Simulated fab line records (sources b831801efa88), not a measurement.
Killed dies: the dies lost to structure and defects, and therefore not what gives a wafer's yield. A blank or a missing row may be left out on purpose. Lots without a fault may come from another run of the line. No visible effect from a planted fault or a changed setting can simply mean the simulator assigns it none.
Chamber matching	flow sky130	SKY_VIA2_CMP_02 on cmp-02 has 4 sister chambers
The step polishes SiO2. 36 wafers are shown with their chamber, then 12 later ones without.

== WAFERS PAIRED WITH THEIR CHAMBERS ==
wafer	chamber	motor_current_A (A)	edge_zone_pressure_frac
L075.1	2	11.5	0.999
L075.3	0	11.1	1.002
L075.4	3	10.4	0.996
L077.4	3	11.6	1.000
L077.5	0	11.5	0.992
L077.6	3	10.7	0.995
L076.4	0	11.0	1.007
L076.5	1	10.3	0.996
L076.6	2	11.8	0.999
L078.2	1	9.7	1.000
L078.4	0	10.9	1.000
L078.5	0	11.0	0.997
L079.1	2	11.1	0.995
L079.2	3	11.4	1.007
L079.3	1	10.2	1.006
L080.1	2	11.5	1.003
L080.2	0	11.2	1.006
L080.4	3	10.8	0.996
L081.1	0	11.9	0.997
L081.2	2	11.7	1.006
L081.4	1	9.8	0.999
L086.3	3	10.8	1.003
L086.5	2	11.6	0.996
L086.6	3	10.7	1.001
L087.2	0	11.4	1.004
L087.4	3	10.5	0.993
L087.6	0	11.3	1.003
L088.2	3	11.1	0.993
L088.3	1	10.5	1.000
L088.5	2	11.2	1.006
L089.2	2	11.3	1.001
L089.3	0	12.0	1.003
L089.4	1	10.1	0.989
L091.1	3	11.1	0.997
L091.4	0	11.7	1.002
L091.5	2	11.5	0.996

SIGNATURES, as means of the wafers listed above
reading	chamber 0	chamber 1	chamber 2	chamber 3	scatter within a chamber
motor_current_A	11.364	10.100	11.467	10.910	0.336
edge_zone_pressure_frac	1.00118	0.99833	1.00011	0.99810	0.00461
Rule: a wafer's distance from a chamber is the root of the sum, over the readings, of the square of ((its reading less the chamber's mean) divided by the reading's scatter). If the next closest chamber is less than 2 further off than the closest, the wafer can't be placed; otherwise it belongs to the closest. The scatter: the root of (the sum of the squares of (reading less its chamber's mean) over the shown wafers, divided by (wafers less chambers)).

== WAFERS WITHOUT THEIR CHAMBER ==
wafer	motor_current_A (A)	edge_zone_pressure_frac
L093.1	11.8	1.001
L093.2	10.4	0.995
L093.6	10.9	1.007
L095.1	11.8	0.998
L095.4	11.8	0.993
L095.6	11.5	0.992
L096.1	9.9	0.992
L096.3	10.2	0.993
L096.6	9.8	0.993
L097.2	10.5	1.010
L097.4	10.4	0.998
L097.6	11.6	0.997

== WHICH CHAMBER EACH WENT THROUGH ==
wafer	from the rows above	in truth
L093.1	can't be placed: 2 or 0 or 3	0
L093.2	can't be placed: 1 or 3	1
L093.6	can't be placed: 0 or 3 or 2 or 1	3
L095.1	can't be placed: 2 or 0 or 3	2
L095.4	can't be placed: 2 or 0 or 3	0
L095.6	can't be placed: 2 or 0 or 3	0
L096.1	can't be placed: 1 or 3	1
L096.3	can't be placed: 1 or 3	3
L096.6	1	1
L097.2	can't be placed: 1 or 3 or 0 or 2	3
L097.4	can't be placed: 1 or 3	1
L097.6	can't be placed: 2 or 0 or 3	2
Correct placement for 1 of the 12. Can't be placed from these rows: 11 (the true chamber is among the candidates in 11). Number placed wrongly: 0.
